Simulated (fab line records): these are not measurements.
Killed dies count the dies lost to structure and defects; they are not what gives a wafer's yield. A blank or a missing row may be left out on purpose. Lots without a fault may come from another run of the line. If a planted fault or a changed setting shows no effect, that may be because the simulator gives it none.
One fault seen from 2 desks | flow sky130 | what lay behind the numbers comes last; until then each desk has only its own

FROM THE METROLOGY DESK
Means of the sampled wafers that have a number, per lot and without regard to the tool the lot ran on: this is what the gauges read. If a lot's mean is further than 4 standard deviations from the usual mean, the lot is out of limits and carries the mark OUT (the distance appears in the brackets).
Columns: A = LDD_HVP_TW at SKY_LDD_HVP_TW_MEAS_10, usual 457.2
lot  | first seen here | A
L102 | day 21 23:25    | 457.4
L103 | day 22 05:08    | 461.5
L104 | day 22 20:11    | 460.7
L105 | day 23 03:16    | 456.9
L106 | day 23 14:00    | 463.2
L108 | day 24 09:28    | 457.3
L112 | day 25 19:56    | 442.8 (-5.0) OUT
L116 | day 26 19:47    | 444.6 (-4.3) OUT
L119 | day 28 03:59    | 456.2
L121 | day 28 17:49    | 452.8
L124 | day 30 01:41    | 451.9
Per this desk, out of limits: L112, L116; the first was L112, day 25 19:56 (LDD_HVP_TW at SKY_LDD_HVP_TW_MEAS_10). L102, L103, L104, L105, L106, L108, L119, L121, L124 stayed within limits.

TOOL OWNER'S DESK, implanter-04
For each lot that ran on this tool, the mean over its sampled wafers that have a number, from the tool's own readings at SKY_LDD_HVP_IMPLANT_08. If a lot's mean is further than 4 standard deviations from the usual mean, the lot is out of limits and carries the mark OUT (the distance appears in the brackets).
Columns: A = beam-energy-keV at SKY_LDD_HVP_IMPLANT_08, usual 19.999; B = faraday-current-uA at SKY_LDD_HVP_IMPLANT_08, usual 95.9
lot  | first seen here | A                        | B
L103 | day 22 04:56    | 20.008                   | 94.8
L104 | day 22 19:58    | 19.996                   | 96.5
L112 | day 25 19:42    | 17.375 (-99 or more) OUT | 95.0
L116 | day 26 19:33    | 17.374 (-99 or more) OUT | 96.6
Finding of this desk: L112, L116 out of limits; the first was L112 at day 25 19:42, on beam-energy-keV at SKY_LDD_HVP_IMPLANT_08. L103, L104 stayed within limits.

TAKEN TOGETHER
An alarm could have come from the tool owner's desk at day 25 19:42, on L112, L116.
An alarm was possible from the metrology desk at day 25 19:56, on L112, L116.
The lots listed all ran SKY_LDD_HVP_IMPLANT_08 on implanter-04.

WHAT THE SIMULATOR HAD PUT IN
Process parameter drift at SKY_LDD_HVP_IMPLANT_08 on implanter-04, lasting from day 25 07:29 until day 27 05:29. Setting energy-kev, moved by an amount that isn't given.
Struck lots among those shown: L112, L116.
Fault start to first reading out of limits, in hours, per desk: tool owner, 12; metrology, 12.
